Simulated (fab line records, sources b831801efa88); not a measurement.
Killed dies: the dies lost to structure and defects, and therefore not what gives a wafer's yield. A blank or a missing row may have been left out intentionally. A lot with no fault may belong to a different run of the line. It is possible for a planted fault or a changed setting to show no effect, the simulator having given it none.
fab line records	flow sky130
record: lots: 12	wafers: 35	lastDay: 50
route steps=708 shown VIA1@460 METAL2@487 VIA2@516 METAL3@536 PAD_OPEN@708
lots untouched by any fault: they come from a run of this same line in which no faults occurred
startH: start of the lot's first displayed wafer, in hours after the record's first day	waitH: hours elapsed since this lot's preceding step	" the same as in the row above	L1.1+2: several wafers, shown together as one row	- no value present, or no start provided	* or withheld: withheld	< > ~ a bound
route shown NAME@n: a module of which the file shows steps, and the number in the route of the first	usual: the fault-free wafers' mean and standard deviation	same: alike in all rows	chamber/n: place in a boat	sites: the reading at each site	_std_site: the values' standard deviation	_edge_site: inner sites' mean taken away from outer sites' mean	radiusMm: how far each site lies from the wafer's centre	mask NAME#n: copy n	behind: the most recent tool/chamber to have shaped the wafer	hold: reason for holding the lot/hours on hold/outcome of the hold	device: transistor that didn't switch, given as n, p or np	end of line: at the end of the route, the tests of the same wafers	a step with no rows: only its recipe	killed: dies that structure and defects cost at the first sort, which is not the same as the wafer's yield	map: a wafer's dies, marking killed ones x, the rest . and places with no die _
set.NAME: the setting that was run; set.NAME@STEP: the one run at that earlier step	model.NAME: the simulator's own value behind a step, which no gauge read
a sample of lots followed through the steps of the route, with each step as a table and each wafer as a row
services: when a tool's chamber went out of use (startH, in hours from the record's first day, below 0 if earlier), for how many hours, and the reason
== steps ==
step: SKY_VIA1_CMP_02
recipe: material: SiO2	downForcePsi: 4	platenRpm: 60	padVelocityMS: 0.94248
usual: motorCurrentA: 12.1/1.3
lot.wafer	tool	chamber	startH	waitH	motorCurrentA
L696.2	cmp-02	1	763.49	0.0	11.8
L696.5	"	1	"	"	11.1
L696.6	"	2	"	"	13.7
L698.4	cmp-01	0	780.44	0.1	11.3
L698.3	"	1	"	"	14.7
L698.5	"	2	"	"	11.2
L699.4	cmp-01	3	782.79	0.1	11.6
L699.5	"	1	"	"	13.6
L699.6	"	2	"	"	11.6
L700.4	cmp-02	2	810.74	0.2	13.6
L700.6	"	3	"	"	13.6
L700.5	"	0	"	"	10.4
L701.3	cmp-02	0	814.78	0.0	10.1
L701.1	"	2	"	"	13.6
L701.5	"	1	"	"	11.1
L702.2	cmp-01	0	827.31	0.1	11.2
L702.6	"	3	"	"	11.1
L702.5	"	0	"	"	10.8
L704.2	cmp-01	2	834.08	0.0	12.1
L704.4	"	3	"	"	11.2
L704.1	"	0	"	"	10.8
L706.1	cmp-02	3	847.48	0.1	13.2
L706.6	"	2	"	"	14.4
L711.3	cmp-01	3	896.89	0.2	11.8
L711.6	"	0	"	"	11.6
L711.5	"	1	"	"	14.4
L714.1	cmp-02	1	903.88	0.2	11.7
L714.5	"	2	"	"	13.0
L714.6	"	3	"	"	13.6
L718.4	cmp-02	3	934.39	0.0	13.7
L718.3	"	0	"	"	10.5
L718.1	"	2	"	"	14.3
L719.3	cmp-01	3	936.77	0.1	11.4
L719.1	"	0	"	"	11.2
L719.5	"	2	"	"	11.4
step: SKY_METAL2_SPUTTER_04
recipe: material: TiN	targetThkNm: 70	powerW: 6500	timeS: 58.3	chamberPressurePa: 0.4
usual: throttleValvePct: 29.6/1.4
lot.wafer	tool	chamber	startH	waitH	throttleValvePct
L696.2	pvdSputter-01	-	791.96	0.0	31.3
L696.5	"	-	"	"	31.6
L696.6	"	-	"	"	30.5
L698.3	pvdSputter-04	-	808.45	0.0	28.6
L698.4	"	-	"	"	32.4
L698.5	"	-	"	"	28.7
L699.4	pvdSputter-02	-	811.02	0.0	30.7
L699.5	"	-	"	"	30.6
L699.6	"	-	"	"	28.1
L700.4	pvdSputter-04	-	838.38	0.0	29.3
L700.5	"	-	"	"	29.7
L700.6	"	-	"	"	32.4
L701.1	pvdSputter-02	-	843.05	0.0	28.8
L701.3	"	-	"	"	28.4
L701.5	"	-	"	"	29.2
L702.2	pvdSputter-02	-	855.04	0.0	29.4
L702.5	"	-	"	"	30.9
L702.6	"	-	"	"	28.2
L704.1	pvdSputter-02	-	862.00	0.0	28.7
L704.2	"	-	"	"	29.3
L704.4	"	-	"	"	30.8
L706.1	pvdSputter-04	-	875.68	0.0	28.5
L706.6	"	-	"	"	32.2
L711.3	pvdSputter-04	-	923.67	0.0	29.4
L711.5	"	-	"	"	32.2
L711.6	"	-	"	"	28.6
L714.1	pvdSputter-02	-	930.52	0.0	28.5
L714.5	"	-	"	"	28.4
L714.6	"	-	"	"	29.3
L718.1	pvdSputter-02	-	960.85	0.0	29.0
L718.3	"	-	"	"	30.6
L718.4	"	-	"	"	28.3
L719.1	pvdSputter-04	-	962.32	0.0	29.2
L719.3	"	-	"	"	28.5
L719.5	"	-	"	"	28.4
step: SKY_VIA2_EXPOSE_09
recipe: maskId: VIM2	na: 0.8	sourceShape: annular	sigmaInner: 0.55	sigmaOuter: 0.85	targetCdNm: 200	doseMj: 38
same: sigmaInner: 0.55	sigmaOuter: 0.85
lot.wafer	tool	chamber	startH	waitH	mask
L696.2+5+6	krfScanner-01	0	833.90	-	VIM2#0
L698.3+4+5	krfScanner-02	0	849.99	-	VIM2#0
L699.4+5+6	krfScanner-02	0	851.52	-	VIM2#0
L700.4+5+6	krfScanner-01	0	880.19	-	VIM2#0
L701.1+3+5	krfScanner-02	0	883.53	-	VIM2#0
L702.2+5+6	krfScanner-01	0	896.33	-	VIM2#0
L704.1+2+4	krfScanner-02	0	902.18	-	VIM2#0
L706.1+6	krfScanner-01	0	914.75	-	VIM2#0
L711.3+5+6	krfScanner-02	0	962.26	-	VIM2#0
L714.1+5+6	krfScanner-02	0	968.70	-	VIM2#0
L718.1+3+4	krfScanner-02	0	997.98	-	VIM2#0
L719.1+3+5	krfScanner-01	0	1000.68	-	VIM2#0
step: SKY_VIA2_CD_MEAS_12
recipe: targetCdNm: 200
usual: cdNm: 200.4/1.2
lot.wafer	tool	chamber	startH	waitH	cdNm
L696.2	cdSem-02	-	846.13	-	199.3
L696.5	"	-	"	"	199.5
L696.6	"	-	"	"	200.1
L698.3	cdSem-02	-	862.95	-	197.7
L698.4	"	-	"	"	198.2
L698.5	"	-	"	"	197.6
L699.4	cdSem-02	-	864.16	-	202.5
L699.5	"	-	"	"	201.2
L699.6	"	-	"	"	200.5
L700.4	cdSem-01	-	893.01	-	200.8
L700.5	"	-	"	"	201.6
L700.6	"	-	"	"	200.6
L701.1	cdSem-02	-	896.66	-	200.0
L701.3	"	-	"	"	199.7
L701.5	"	-	"	"	200.5
L702.2	cdSem-02	-	908.22	-	199.8
L702.5	"	-	"	"	200.4
L702.6	"	-	"	"	198.7
L704.1	cdSem-02	-	913.51	-	199.6
L704.2	"	-	"	"	201.1
L704.4	"	-	"	"	200.7
L706.1	cdSem-02	-	927.21	-	199.5
L706.6	"	-	"	"	189.2
L711.3	cdSem-02	-	974.34	-	202.3
L711.5	"	-	"	"	201.0
L711.6	"	-	"	"	201.6
L714.1	cdSem-02	-	980.75	-	201.8
L714.5	"	-	"	"	202.4
L714.6	"	-	"	"	201.1
L718.1	cdSem-02	-	1008.96	-	200.3
L718.3	"	-	"	"	200.1
L718.4	"	-	"	"	201.2
L719.1	cdSem-02	-	1011.95	-	199.1
L719.3	"	-	"	"	199.5
L719.5	"	-	"	"	198.7
step: SKY_METAL3_SPUTTER_04
recipe: material: TiN	targetThkNm: 70	powerW: 6500	timeS: 58.3	chamberPressurePa: 0.4
usual: throttleValvePct: 30.7/1.4
lot.wafer	tool	chamber	startH	waitH	throttleValvePct
L696.2	pvdSputter-04	-	847.75	0.0	28.7
L696.5	"	-	"	"	29.5
L696.6	"	-	"	"	28.5
L698.3	pvdSputter-03	-	864.54	0.0	31.0
L698.4	"	-	"	"	31.4
L698.5	"	-	"	"	31.3
L699.4	pvdSputter-03	-	865.76	0.0	31.3
L699.5	"	-	"	"	32.1
L699.6	"	-	"	"	31.9
L700.4	pvdSputter-02	-	894.68	0.0	29.0
L700.5	"	-	"	"	28.7
L700.6	"	-	"	"	30.3
L701.1	pvdSputter-03	-	898.55	0.0	31.3
L701.3	"	-	"	"	31.6
L701.5	"	-	"	"	31.6
L702.2	pvdSputter-04	-	910.08	0.0	32.0
L702.5	"	-	"	"	28.7
L702.6	"	-	"	"	29.3
L704.1	pvdSputter-03	-	915.52	0.0	32.0
L704.2	"	-	"	"	31.7
L704.4	"	-	"	"	31.1
L706.1	pvdSputter-03	-	929.01	0.0	32.0
L706.6	"	-	"	"	31.4
L711.3	pvdSputter-03	-	976.28	0.0	31.6
L711.5	"	-	"	"	31.4
L711.6	"	-	"	"	32.0
L714.1	pvdSputter-02	-	983.12	0.0	30.8
L714.5	"	-	"	"	29.3
L714.6	"	-	"	"	28.6
L718.1	pvdSputter-04	-	1010.62	0.0	28.6
L718.3	"	-	"	"	28.9
L718.4	"	-	"	"	29.5
L719.1	pvdSputter-04	-	1015.01	0.0	32.1
L719.3	"	-	"	"	28.4
L719.5	"	-	"	"	29.6
step: SKY_PAD_OPEN_PROBE_99
usual: defectLimitedYield: 82.6/1.9	killed_at_M0_to_M3: 42/7.1	killed_at_M4_up: 3.3/1.9	killedAtContacts: 24/5	killedAtFrontEnd: 15/4.7	killedAtOther: 0.3/0.61	killedDies: 86/9.6	killedOpen: 47/7.5	killedShort: 38/6.6	sort_bin_3_pad_short: 0.9/0.42	sort_bin_5_function: 10.2/1.5	sort_bin_6_memory: 6.3/1.1	sortNPass: 406/9.6	sortYieldPct: 82.6/1.9
same: grossDies: 492	killedAtBackSide: 0	sort_bin_4_leakage[%]: 0	sort_bin_8_speed[%]: 0
lot.wafer	tool	chamber	startH	waitH	defectLimitedYield[%]	killed_at_M0_to_M3	killed_at_M4_up	killedAtContacts	killedAtFrontEnd	killedAtOther	killedDies	killedOpen	killedShort	sort_bin_3_pad_short[%]	sort_bin_5_function[%]	sort_bin_6_memory[%]	sortNPass	sortYieldPct[%]
L698.3	prober-02	-	1087.45	0.2	83.7	49	3	19	8	1	80	35	45	1.2	9.3	5.7	412	83.7
L698.4	prober-02	-	1087.50	0.2	82.7	49	6	20	10	0	85	46	39	1.6	9.3	6.3	407	82.7
L698.5	prober-02	-	1087.55	0.2	84.8	38	2	26	8	1	75	47	27	0.8	9.1	5.3	417	84.8
L701.1	prober-01	-	1115.04	0.1	80.5	51	5	28	12	0	96	54	42	1.2	10.6	7.7	396	80.5
L701.3	prober-01	-	1115.14	0.2	82.9	45	4	20	15	0	84	56	28	0.6	11.0	5.5	408	82.9
L701.5	prober-01	-	1115.24	0.2	81.9	41	4	31	13	0	89	42	47	0.6	12.0	5.5	403	81.9
L702.2	prober-01	-	1124.90	0.1	83.5	44	5	19	13	0	81	41	40	1.8	9.3	5.3	411	83.5
L702.5	prober-01	-	1125.05	0.2	83.1	44	6	26	7	0	83	43	40	0.8	10.0	6.1	409	83.1
L702.6	prober-01	-	1125.10	0.2	82.5	52	5	19	9	1	86	46	40	0.6	8.9	7.9	406	82.5
L704.1	prober-02	-	1127.46	0.1	83.3	41	5	22	14	0	82	41	41	0.6	7.5	8.5	410	83.3
L704.2	prober-02	-	1127.51	0.1	83.5	46	2	18	14	1	81	44	37	1.4	9.1	5.9	411	83.5
L704.4	prober-02	-	1127.61	0.2	83.1	51	1	20	11	0	83	46	37	1.2	8.1	7.5	409	83.1
killed by level:class
L698.3 METAL2:geometricParticle:short=10 METAL1:geometricParticle:short=8 VIA2:geometricParticle:open=8 CONTACT:geometricParticle:open=7 VIA1:geometricParticle:open=6 LI_CONTACT:geometricParticle:open=5 VIA1:geometricParticle:short=5 LI_CONTACT:geometricParticle:short=3
L698.4 CONTACT:geometricParticle:open=9 METAL2:geometricParticle:short=9 VIA2:geometricParticle:open=8 VIA1:geometricParticle:open=6 VIA1:geometricParticle:short=5 VIA3:geometricParticle:open=5 VIA3:geometricParticle:short=5 POLY_GATE:geometricParticle:open=4
L698.5 CONTACT:geometricParticle:open=13 VIA2:geometricParticle:open=7 VIA3:geometricParticle:open=7 CONTACT:geometricParticle:short=6 LI_CONTACT:geometricParticle:open=5 VIA1:geometricParticle:short=5 VIA1:geometricParticle:open=5 METAL2:geometricParticle:short=3
L701.1 LI_CONTACT:geometricParticle:open=11 CONTACT:geometricParticle:open=10 VIA1:geometricParticle:open=10 METAL2:geometricParticle:short=8 VIA3:geometricParticle:open=6 METAL1:geometricParticle:short=5 VIA2:geometricParticle:open=5 POLY_GATE:geometricParticle:short=4
L701.3 VIA2:geometricParticle:open=11 LI_CONTACT:geometricParticle:open=9 VIA1:geometricParticle:open=9 VIA3:geometricParticle:open=9 CONTACT:geometricParticle:open=6 METAL3:geometricParticle:short=5 FIELD_ISO:geometricParticle:open=4 FIELD_ISO:geometricParticle:short=4
L701.5 CONTACT:geometricParticle:open=10 METAL1:geometricParticle:short=7 CONTACT:geometricParticle:short=7 VIA2:geometricParticle:open=7 VIA1:geometricParticle:open=6 LI_CONTACT:geometricParticle:open=5 VIA1:geometricParticle:short=5 VIA3:geometricParticle:open=5
L702.2 CONTACT:geometricParticle:open=8 VIA1:geometricParticle:open=8 VIA1:geometricParticle:short=7 VIA2:geometricParticle:open=6 VIA3:geometricParticle:open=6 LI_CONTACT:geometricParticle:open=4 VIA3:geometricParticle:short=4 METAL2:geometricParticle:short=4
L702.5 CONTACT:geometricParticle:open=12 VIA1:geometricParticle:open=8 VIA2:geometricParticle:open=8 METAL4:geometricParticle:short=6 METAL2:geometricParticle:short=6 METAL1:geometricParticle:short=5 POLY_GATE:geometricParticle:open=4 LI_CONTACT:geometricParticle:open=4
L702.6 VIA1:geometricParticle:open=11 CONTACT:geometricParticle:open=8 VIA2:geometricParticle:open=7 VIA3:geometricParticle:open=7 LOCAL_INTERCONNECT:geometricParticle:short=5 METAL3:geometricParticle:short=5 VIA1:geometricParticle:short=4 METAL2:geometricParticle:short=4
L704.1 METAL1:geometricParticle:short=10 CONTACT:geometricParticle:open=9 VIA1:geometricParticle:open=6 CONTACT:geometricParticle:short=5 VIA1:geometricParticle:short=5 METAL2:geometricParticle:short=5 FIELD_ISO:geometricParticle:open=4 POLY_GATE:geometricParticle:open=4
L704.2 VIA3:geometricParticle:open=11 METAL1:geometricParticle:short=8 VIA1:geometricParticle:open=8 FIELD_ISO:geometricParticle:short=7 LI_CONTACT:geometricParticle:open=6 VIA2:geometricParticle:open=6 CONTACT:geometricParticle:open=5 VIA1:geometricParticle:short=5
L704.4 VIA3:geometricParticle:open=14 VIA1:geometricParticle:open=7 CONTACT:geometricParticle:short=6 CONTACT:geometricParticle:open=6 METAL2:geometricParticle:short=6 POLY_GATE:geometricParticle:open=5 METAL1:geometricParticle:short=5 LI_CONTACT:geometricParticle:open=4
== services ==
tool	chamber	startH	hours	kind
cmp-01	-	744.11	4.0	pm
cmp-01	-	748.11	4.8	pm
cmp-02	-	754.37	5.1	repair
pvdSputter-02	-	779.68	0.9	repair
cmp-02	-	780.18	1.8	repair
krfScanner-02	-	792.30	0.2	repair
pvdSputter-02	-	802.63	1.2	repair
krfScanner-02	-	803.82	1.6	repair
krfScanner-02	-	812.45	1.0	pm
krfScanner-02	-	832.29	12.9	repair
pvdSputter-03	-	841.83	1.0	repair
krfScanner-02	-	858.23	1.0	repair
pvdSputter-02	-	862.50	4.1	repair
cmp-01	-	864.45	6.7	pm
krfScanner-02	-	878.65	0.8	pm
krfScanner-02	-	888.40	3.6	pm
krfScanner-02	-	904.27	1.3	pm
cmp-01	-	905.01	0.5	repair
pvdSputter-04	-	909.22	0.7	repair
krfScanner-02	-	956.94	1.1	repair
krfScanner-02	-	981.44	1.0	pm
krfScanner-02	-	985.97	0.2	repair
pvdSputter-02	-	990.41	23.1	repair
cmp-01	-	1012.96	3.1	repair
== key ==
firstSign: step: SKY_VIA2_CD_MEAS_12	reading: cdNm	direction: down	sigmas: 9.4	usual: 200.4	struck: 189.2
effect none on later readings
metAt SKY_VIA2_EXPOSE_09
struckLots L706
struckWafers L706.6
notActingAt SKY_VIA1_CMP_02,SKY_METAL2_SPUTTER_04,SKY_METAL3_SPUTTER_04
onsetBetween 896.33 914.75
fault: kind: processParameterDrift	tool: krfScanner-01	chamber: -	onsetH: 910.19	steps: SKY_VIA2_EXPOSE_09	channel: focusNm	offset: 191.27	shape: step	endH: 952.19	scope: struckWafersOnly
